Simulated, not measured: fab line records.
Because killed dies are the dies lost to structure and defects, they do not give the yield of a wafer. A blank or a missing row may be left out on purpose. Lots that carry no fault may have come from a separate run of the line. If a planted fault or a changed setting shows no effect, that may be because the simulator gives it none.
Which tool was responsible? / flow sfq-line / route of 325 steps, sampled at 1 step: 14 lots, 42 wafers

== WHAT THE GAUGES READ, wafer by wafer ==
Not one reading of a measure or inspect step in the record can be checked against a usual standard deviation.

== WHAT TOOL EACH LOT RAN ON (gives the tool, then ch and the chambers of the sampled wafers, and finally the start) ==
lot=L358; SFQ_TRILAYER_M1_LITHO_COAT_039=litho-track-03 ch 0, day 16 14:02
lot=L359; SFQ_TRILAYER_M1_LITHO_COAT_039=litho-track-01 ch 0, day 17 15:21
lot=L360; SFQ_TRILAYER_M1_LITHO_COAT_039=litho-track-04 ch 0, day 18 03:21
lot=L361; SFQ_TRILAYER_M1_LITHO_COAT_039=litho-track-01 ch 0, day 18 08:09
lot=L362; SFQ_TRILAYER_M1_LITHO_COAT_039=litho-track-04 ch 0, day 18 09:55
lot=L363; SFQ_TRILAYER_M1_LITHO_COAT_039=litho-track-03 ch 0, day 18 14:45
lot=L367; SFQ_TRILAYER_M1_LITHO_COAT_039=litho-track-01 ch 0, day 20 17:12
lot=L369; SFQ_TRILAYER_M1_LITHO_COAT_039=litho-track-01 ch 0, day 21 14:59
lot=L374; SFQ_TRILAYER_M1_LITHO_COAT_039=litho-track-01 ch 0, day 22 12:51
lot=L375; SFQ_TRILAYER_M1_LITHO_COAT_039=litho-track-01 ch 0, day 23 09:22
lot=L376; SFQ_TRILAYER_M1_LITHO_COAT_039=litho-track-04 ch 0, day 24 06:59
lot=L377; SFQ_TRILAYER_M1_LITHO_COAT_039=litho-track-01 ch 0, day 24 10:37
lot=L378; SFQ_TRILAYER_M1_LITHO_COAT_039=litho-track-03 ch 0, day 24 12:59
lot=L380; SFQ_TRILAYER_M1_LITHO_COAT_039=litho-track-03 ch 0, day 24 18:58
- SFQ_TRILAYER_M1_LITHO_COAT_039: resist thk 600 nm.

== AS READ BY THE TOOLS THEMSELVES (means over the sampled wafers that have a number; for cases with no such wafer, the mark the record gives instead) ==
SFQ_TRILAYER_M1_LITHO_COAT_039.
lot=L358; tool=litho-track-03; spin-speed-rpm (rpm)=3000.7
lot=L359; tool=litho-track-01; spin-speed-rpm (rpm)=2999.6
lot=L360; tool=litho-track-04; spin-speed-rpm (rpm)=2998.6
lot=L361; tool=litho-track-01; spin-speed-rpm (rpm)=3001.7
lot=L362; tool=litho-track-04; spin-speed-rpm (rpm)=3001.3
lot=L363; tool=litho-track-03; spin-speed-rpm (rpm)=3000.3
lot=L367; tool=litho-track-01; spin-speed-rpm (rpm)=2999.0
lot=L369; tool=litho-track-01; spin-speed-rpm (rpm)=3000.9
lot=L374; tool=litho-track-01; spin-speed-rpm (rpm)=3001.9
lot=L375; tool=litho-track-01; spin-speed-rpm (rpm)=1976.3
lot=L376; tool=litho-track-04; spin-speed-rpm (rpm)=3000.2
lot=L377; tool=litho-track-01; spin-speed-rpm (rpm)=1976.2
lot=L378; tool=litho-track-03; spin-speed-rpm (rpm)=3001.8
lot=L380; tool=litho-track-03; spin-speed-rpm (rpm)=2999.4

== THE ANSWER, worked out from the rows above alone ==
Rule: the lots themselves supply what counts as usual. Put in order of their means at a reading, lots are off if they are a third of the lots or fewer, leave a main group of 4 or more, and stand apart from it by a gap of 3 or more times the standard deviation of the main group's means; of several such gaps the widest counts. Not used: any main group whose means are identical at the precision the tables above print for the reading. A lot without any number at a reading at which 4 lots or more have one is off too. The other lots that the step has rows for count as sound. Order of review: gauges by route order, followed by the tools' own readings, for which a lot's mean as printed above is used. The first step at which some lot is off is used, and at that step the reading that is off furthest; a lot without a number counts as furthest.
Off, at SFQ_TRILAYER_M1_LITHO_COAT_039 on spin-speed-rpm: L375, L377. For the main group the mean is 3000.4 rpm and the standard deviation 1.1.
If a tool, at that step or one of the process steps before it, ran each lot that is off and ran no sound lot following the first of them, it fits. One candidate fits, namely litho-track-01 at SFQ_TRILAYER_M1_LITHO_COAT_039. A fault onset in the window from L374 (day 22 12:51, its last sound lot) to L375 (day 23 09:22, its first lot off) fits.
On the lots that are off, the tool's own readings at SFQ_TRILAYER_M1_LITHO_COAT_039 differ by more than 5 times the standard deviation of the sound lots' means, which bears it out; spin-speed-rpm reads 1976.2 rpm there versus 3000.4 rpm on the sound lots.

== WHAT THE SIMULATOR PUT IN ==
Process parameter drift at SFQ_TRILAYER_M1_LITHO_COAT_039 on litho-track-01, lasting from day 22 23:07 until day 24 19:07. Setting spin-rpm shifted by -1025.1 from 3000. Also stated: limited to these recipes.
Shown lots that were struck: L375, L377. This agrees with what the rule above found.
